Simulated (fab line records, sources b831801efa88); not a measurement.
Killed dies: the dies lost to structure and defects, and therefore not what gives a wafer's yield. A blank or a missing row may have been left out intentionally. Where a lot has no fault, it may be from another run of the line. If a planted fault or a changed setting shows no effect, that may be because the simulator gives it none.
Struck lot and sound lot, side by side ; flow sky130 ; 18 steps out of a route of 708
Sound: the wafers L119.2, L119.5, L119.6. The struck wafers were L133.1, L133.2, L133.5. The cause is given at the end.
At each step with rows: each side's tool, then ch and its chambers, then its first start. Under that, the readings that differ: sound wafers ; struck wafers ; difference of the means ; sigmas: that difference in standard deviations of wafers without a fault.
alike: words and numbers the same on both sides, and readings whose means are apart by under 2 such deviations; not compared: readings that were withheld, readings missing a value for some wafer, numbers with overlapping values and no deviation given by the record, and bounds like >300 which may hide the same value.
A row with sigmas, a row that says differs or no value, or rows on one side alone: a step with any of these is where the two part. Numbers that have no deviation but don't overlap get no sigmas and don't part them. Lack of a reading on every wafer of one side parts them only where that side has two or more wafers.

first, 3 steps without rows for these wafers: SKY_SONOS_ONO_WET_ETCH_18 (etches Si3N4 in H3PO4, target depth 15 nm, time 172 s); SKY_GATE_OXIDE_CLEAN_00 (cleans in SC1/SC2, time 150 s); SKY_GATE_OXIDE_OXIDATION_01 (stabilise 600 s, purge 300 s, target thk 10.268 nm).
SKY_GATE_OXIDE_THK_MEAS_02:
  struck on film-metro-02, day 18 06:20; sound on film-metro-04, day 13 11:46
reading;sound;struck;difference;sigmas
GATE_OXIDE_OXIDATION_00_THK (nm);9.86 10.10 9.78;10.50 10.53 10.62;+0.64;+3
then, 7 steps without rows for these wafers: SKY_GATE_OXIDE_DEHYDRATE_03 (time 60 s); SKY_GATE_OXIDE_HMDS_04 (prime time 60 s); SKY_GATE_OXIDE_COAT_05 (resist thk 1140 nm); SKY_GATE_OXIDE_SOFTBAKE_06 (time 60 s); SKY_GATE_OXIDE_EXPOSE_07 (exposes mask LVOM, target cd 600 nm); SKY_GATE_OXIDE_PEB_08; SKY_GATE_OXIDE_DEVELOP_09 (develop time 60 s).
SKY_GATE_OXIDE_OVL_MEAS_10:
  struck on overlay-01, day 19 13:38; sound on overlay-02, day 14 13:37
  alike: GATE_OXIDE_OVL
SKY_GATE_OXIDE_IMPLANT_11:
  sound on implanter-03 ch 0, day 14 13:40; struck on implanter-03 ch 0, day 19 13:40
reading;sound;struck;difference;sigmas
dose-ions-cm2;2.5982e+12 2.6003e+12 2.6006e+12;1.7488e+12 1.7445e+12 1.7461e+12;-8.5323e+11;-99 or more
faraday-current-uA;14.47 14.31 14.91;9.89 9.87 9.55;-4.79;-17
  alike: end-station-pressure-torr
then, 1 step without rows for these wafers: SKY_GATE_OXIDE_WET_ETCH_12 (etches SiO2 in dHF, target depth 16.8 nm, time 336 s).
SKY_GATE_OXIDE_STRIP_13: strips in O2/N2.
  sound on plasma-asher-04 ch 0,1, day 14 13:54; struck on plasma-asher-04 ch 0,1, day 19 13:55
reading;sound;struck;difference;sigmas
strip-time-to-endpoint-s (s);14.11 14.10 14.11;14.17 14.20 14.18;+0.08;+2
  alike: drypump-motor-current-A, oes-product-au
  not compared: rf-hours-counter-h
SKY_GATE_OXIDE_TW_MEAS_14:
  struck on film-metro-04, day 19 14:01; sound on film-metro-04, day 14 14:01
reading;sound;struck;difference;sigmas
GATE_OXIDE_TW;220.4 221.1 220.6;197.5 196.9 196.8;-23.6;-16
then, 1 step without rows for these wafers: SKY_GATE_OXIDE_CLEAN_15 (cleans in SC1/SC2, time 150 s).
-- record jumps: 30 days separate the struck wafers' starts on either side; left off in module GATE_OXIDE, taken up again in module PAD_OPEN, whose first shown step is the route's number 708 --
SKY_PAD_OPEN_PROBE_99:
  struck on prober-01, day 49 13:03; sound on prober-01, day 46 15:28
reading;sound;struck;difference;sigmas
model.etest.tip-p.rs-ohm-sq;6887 6840 6825;7293 7288 7300;+443;
model.etest.pfet_01v8.r-on-ohm-um;2958 2913 2909;3108 3155 3125;+203;
model.etest.nfet_01v8_lvt.drive-ua-um;569 566.4 576.4;630.5 628.9 630;+59.2;
model.etest.nfet_01v8.drive-ua-um;501.5 497 506.9;553.4 546.4 551.3;+48.6;
model.etest.nfet_01v8_turned.drive-ua-um;499.6 495.9 507;548.9 550.7 544.7;+47.3;
model.etest.nfet_01v8_swapped.drive-ua-um;497.9 499.1 506.7;549.1 548.5 552;+48.6;
model.etest.sram-nfet-pass.drive-ua-um;482 479.8 476.1;533.8 532.8 534.3;+54.3;
model.etest.nfet_01v8.r-on-ohm-um;840.5 849 838.9;789.1 795 786.6;-52.6;
  alike: killed_at_M0_to_M3, killed_at_M4_up, killed-at-contacts, killed-at-front-end, killed-at-other, killed-dies, killed-on-rim, killed-open, killed-short

## WHERE THEY PART
First at SKY_GATE_OXIDE_THK_MEAS_02; last, within this record, at SKY_GATE_OXIDE_TW_MEAS_14. Later steps at which nothing parts them and some readings are alike: SKY_PAD_OPEN_PROBE_99.

WHY: whatever the simulator had introduced
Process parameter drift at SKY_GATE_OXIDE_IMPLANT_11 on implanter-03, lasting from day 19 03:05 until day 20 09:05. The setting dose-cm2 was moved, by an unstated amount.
